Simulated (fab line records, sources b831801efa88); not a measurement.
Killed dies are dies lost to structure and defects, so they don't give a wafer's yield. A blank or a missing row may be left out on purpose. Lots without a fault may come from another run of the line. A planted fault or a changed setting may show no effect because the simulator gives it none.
One fault seen from 2 desks | flow sky130 | each desk has only its own numbers; what lay behind them comes last

THE METROLOGY DESK
What the gauges read, lot by lot, whatever tool the lot ran on: means of the sampled wafers that have a number. A lot is out of limits, marked OUT, if its mean lies more than 4 standard deviations from the usual mean; the brackets give that distance.
Columns: A = LDD_LDN_TW at SKY_LDD_LDN_TW_MEAS_13, usual 1496; B = SD_N_RS at SKY_SD_N_RS_MEAS_16, usual 68.58 ohm/sq; C = SD_P_RS at SKY_SD_N_RS_MEAS_17, usual 147.7 ohm/sq
lot  | first seen here | A    | B               | C
L493 | day 22 07:58    | 1499 | 68.65           | 147.9
L494 | day 22 14:08    | 1505 | 68.70           | 147.9
L495 | day 23 10:22    | 1501 | 68.37           | 147.2
L496 | day 24 05:17    | 1514 | 68.56           | 147.7
L497 | day 24 12:53    | 1501 | 68.37           | 147.3
L499 | day 25 07:44    | 1507 | 68.62           | 147.9
L502 | day 26 05:05    | 1495 | 68.54           | 147.4
L506 | day 27 12:47    | 1467 | 68.46           | 147.4
L507 | day 27 14:17    | 1505 | 74.84 (+48) OUT | 186.6 (+90) OUT
L509 | day 28 17:23    | 1481 | 74.83 (+48) OUT | 186.7 (+91) OUT
L510 | day 28 18:42    | 1506 | 68.70           | 148.2
This desk's finding: out of limits on L507, L509; first on L507, day 32 05:43 (SD_N_RS at SKY_SD_N_RS_MEAS_16). In limits: L493, L494, L495, L496, L497, L499, L502, L506, L510.

THE TOOL OWNER'S DESK: rtp_anneal-01
The tool's own readings at SKY_SD_N_RTA_14 (time 2 s): means of the sampled wafers that have a number, for each lot that ran on this tool. A lot is out of limits, marked OUT, if its mean lies more than 4 standard deviations from the usual mean; the brackets give that distance.
Columns: A = lamp_power_pct at SKY_SD_N_RTA_14, usual 15.73 %; B = wafer_temp_C_max at SKY_SD_N_RTA_14, usual 1078.0
lot  | first seen here | A               | B
L495 | day 28 10:51    | 15.73           | 1078.4
L497 | day 29 12:25    | 15.76           | 1078.6
L499 | day 30 04:09    | 15.69           | 1078.7
L507 | day 32 05:32    | 14.24 (-29) OUT | 1078.4
L509 | day 33 06:56    | 14.29 (-28) OUT | 1079.0
This desk's finding: out of limits on L507, L509; first on L507, day 32 05:32 (lamp_power_pct at SKY_SD_N_RTA_14). In limits: L495, L497, L499.

PUT TOGETHER
The tool owner's desk could have raised an alarm at day 32 05:32, on L507, L509.
The metrology desk could have raised an alarm at day 32 05:43, on L507, L509.
Of the lots named, all ran SKY_SD_N_RTA_14 on rtp_anneal-01.

WHAT THE SIMULATOR HAD PUT IN
Process parameter drift: rtp_anneal-01, from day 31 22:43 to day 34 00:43, at SKY_SD_N_RTA_14. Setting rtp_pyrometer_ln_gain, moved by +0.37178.
Lots struck among those shown: L507, L509.
Hours from the fault's start to each desk's first reading out of limits: the tool owner's desk, 7; the metrology desk, 7.
